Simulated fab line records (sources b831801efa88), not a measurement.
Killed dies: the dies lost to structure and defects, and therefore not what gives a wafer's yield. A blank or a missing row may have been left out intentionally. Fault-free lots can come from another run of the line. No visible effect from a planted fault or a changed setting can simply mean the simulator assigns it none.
What tool caused it? + flow sky130 + 36 wafers sampled from 12 lots at 1 step of a route of 708

== WHAT EACH GAUGE READ, for each wafer ==
SKY_VIA1_CD_MEAS_12 targets a cd of 150 nm.
| lot  | measured     | on        | cd-nm (nm)        |
|------|--------------|-----------|-------------------|
| L075 | day 34 00:15 | cd-sem-01 | 151.1 152.1 150.8 |
| L077 | day 34 22:35 | cd-sem-02 | 146.6 146.3 147.2 |
| L079 | day 35 09:34 | cd-sem-01 | 148.9 149.2 150.2 |
| L081 | day 36 12:12 | cd-sem-01 | 149.2 149.2 149.0 |
| L083 | day 36 22:28 | cd-sem-02 | 150.2 151.9 151.0 |
| L085 | day 37 12:30 | cd-sem-02 | 151.0 149.9 150.9 |
| L087 | day 37 23:37 | cd-sem-02 | 150.3 150.8 150.2 |
| L089 | day 38 11:37 | cd-sem-01 | 147.0 147.4 147.2 |
| L091 | day 39 00:42 | cd-sem-02 | 152.2 152.3 150.6 |
| L093 | day 39 17:08 | cd-sem-01 | 155.4 153.9 153.5 |
| L095 | day 40 06:12 | cd-sem-02 | 151.6 150.5 150.9 |
| L097 | day 40 15:27 | cd-sem-01 | 152.6 151.4 150.7 |

== WHICH TOOL RAN EACH LOT (tool, then ch and the chambers of the sampled wafers, then the start) ==
The record holds no process step before these readings.

== THE ANSWER, worked out from the rows above alone ==
Rule: the lots themselves supply what counts as usual. Put in order of their means at a reading, lots are off if they are a third of the lots or fewer, leave a main group of 4 or more, and stand apart from it by a gap of 3 or more times the standard deviation of the main group's means; of several such gaps the widest counts. A main group is skipped when, at the precision printed for the reading in the tables above, its means are all equal. Also off: a lot with no number at a reading for which 4 or more lots have one. Where the step has rows for the other lots, those lots are counted as sound.
None of the lots is off at any reading shown; this tells nothing.

== WHAT THE SIMULATOR HAD INSERTED ==
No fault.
